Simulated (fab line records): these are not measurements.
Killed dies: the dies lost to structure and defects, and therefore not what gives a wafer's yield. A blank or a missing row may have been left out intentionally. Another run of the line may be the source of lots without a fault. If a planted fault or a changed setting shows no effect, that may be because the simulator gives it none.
Chamber matching	flow gf180mcu	GF_POLY_GATE_ETCH_13 on rieSi-02: 4 sister chambers
The step etches poly-Si in HBr/Cl2, stops on SiO2, target depth 198.5 nm, time 69.6 s. 14 wafers are shown with their chamber, then 7 later ones without.

== WAFERS PAIRED WITH THEIR CHAMBERS ==
wafer	chamber	runLengthS (s)	oesProductAu (a.u.)	throttleValvePct (%)
L625.2	1	97.1	0.981	33.690
L625.5	2	98.5	1.008	33.704
L625.6	3	98.0	0.989	33.691
L628.1	3	97.6	0.994	33.675
L628.2	0	97.8	0.984	33.677
L628.5	0	98.0	0.992	33.673
L629.2	1	97.4	0.979	33.697
L629.5	1	96.9	0.980	33.673
L629.6	0	98.2	0.977	33.696
L630.2	2	98.3	1.004	33.691
L631.2	0	98.0	0.981	33.679
L631.5	0	98.0	0.979	33.679
L640.1	2	98.6	1.004	33.684
L640.4	3	97.6	1.004	33.684

SIGNATURES (averages over the wafers above)
reading	chamber 0	chamber 1	chamber 2	chamber 3	scatter within a chamber
runLengthS	98.000	97.133	98.467	97.733	0.19
oesProductAu	0.98260	0.98000	1.00533	0.99567	0.00516
throttleValvePct	33.68080	33.68667	33.69300	33.68333	0.00976
Rule: a wafer's distance from a chamber is the root of the sum, over the readings, of the square of ((its reading less the chamber's mean) divided by the reading's scatter). The wafer belongs to the nearest chamber; if the next one is less than 2 further off, it can't be placed. The scatter: take each reading less its chamber's mean, square it, sum over the shown wafers, divide by the number of wafers less the number of chambers, and take the root.

== WAFERS WITH NO CHAMBER GIVEN ==
wafer	runLengthS (s)	oesProductAu (a.u.)	throttleValvePct (%)
L640.5	97.3	0.998	33.689
L644.1	98.3	1.001	33.677
L644.3	97.5	0.988	33.697
L644.4	97.4	0.996	33.670
L646.3	97.9	0.994	33.679
L646.4	97.7	0.982	33.683
L646.6	98.5	0.999	33.691

== CHAMBER TAKEN BY EACH ==
wafer	from the rows above	in truth
L640.5	can't be placed: 3 or 1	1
L644.1	can't be placed: 2 or 3 or 0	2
L644.3	can't be placed: 3 or 1 or 0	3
L644.4	can't be placed: 3 or 1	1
L646.3	can't be placed: 3 or 0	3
L646.4	can't be placed: 0 or 3 or 1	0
L646.6	2	2
1 of 7 placed correctly. From these rows, 6 cannot be placed; in 6 the true chamber is one of the candidates. Wrongly placed: 0.
